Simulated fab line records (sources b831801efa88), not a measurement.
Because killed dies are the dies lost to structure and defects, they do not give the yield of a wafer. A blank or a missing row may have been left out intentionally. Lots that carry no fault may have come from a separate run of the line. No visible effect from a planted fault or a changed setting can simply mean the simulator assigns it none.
Chamber matching -- flow sky130 -- 4 sister chambers for SKY_POLY_GATE_ETCH_17 on rie-si-01
The step etches poly-Si in HBr/Cl2, stops on SiO2, target depth 180 nm, time 70.5 s. 18 wafers are shown with their chamber, then 9 later ones without.

## WAFERS PAIRED WITH THEIR CHAMBERS
wafer,chamber,drypump-motor-current-A (A),bias-w (W),oes-product-au (a.u.)
L590.2,2,4.8,99.50,0.988
L590.3,0,5.5,99.99,0.987
L590.4,3,6.2,99.91,0.979
L595.1,3,6.2,100.15,0.974
L595.3,2,4.9,99.55,0.990
L595.4,0,5.5,99.99,0.991
L596.2,0,5.5,99.91,0.985
L596.4,1,6.0,100.24,0.995
L596.5,1,6.0,99.81,0.999
L599.1,2,4.9,99.16,0.996
L599.4,3,6.1,99.85,0.983
L599.5,0,5.5,100.16,0.992
L602.1,0,5.5,100.27,0.987
L602.2,3,6.1,100.17,0.988
L602.6,1,5.9,99.76,0.988
L604.1,3,6.2,99.81,0.981
L604.2,1,5.9,100.53,0.993
L604.5,3,6.1,100.16,0.972

SIGNATURES (means of the wafers above)
reading,chamber 0,chamber 1,chamber 2,chamber 3,scatter within a chamber
drypump-motor-current-A,5.500,5.950,4.867,6.150,0.0476
bias-w,100.0640,100.0850,99.4033,100.0083,0.227
oes-product-au,0.98840,0.99375,0.99133,0.97950,0.00468
Rule: for a wafer and a chamber, the distance is found by dividing, reading by reading, the gap between the wafer's reading and the chamber's mean by the reading's scatter, squaring, summing and taking the root. The wafer belongs to the nearest chamber; if the next one is less than 2 further off, it can't be placed. How the scatter is found: for the shown wafers, subtract from each reading the mean of its chamber, square and add these, divide the total by (wafers less chambers), then take the root.

## WAFERS WITH NO CHAMBER GIVEN
wafer,drypump-motor-current-A (A),bias-w (W),oes-product-au (a.u.)
L608.1,5.9,99.98,1.004
L608.2,5.6,100.21,1.002
L608.6,4.9,100.42,0.992
L609.1,5.9,100.10,0.992
L609.2,5.5,100.16,1.000
L609.6,5.9,99.93,0.996
L611.3,6.2,99.92,0.973
L611.4,6.2,100.08,0.979
L611.5,5.9,99.98,0.997

## WHICH CHAMBER EACH ONE RAN IN
wafer,from the rows above,in truth
L608.1,1,1
L608.2,0,0
L608.6,2,2
L609.1,1,1
L609.2,0,0
L609.6,1,1
L611.3,3,3
L611.4,3,3
L611.5,1,1
9 of 9 placed correctly. Not placeable from these rows: 0. 0 placed wrongly.
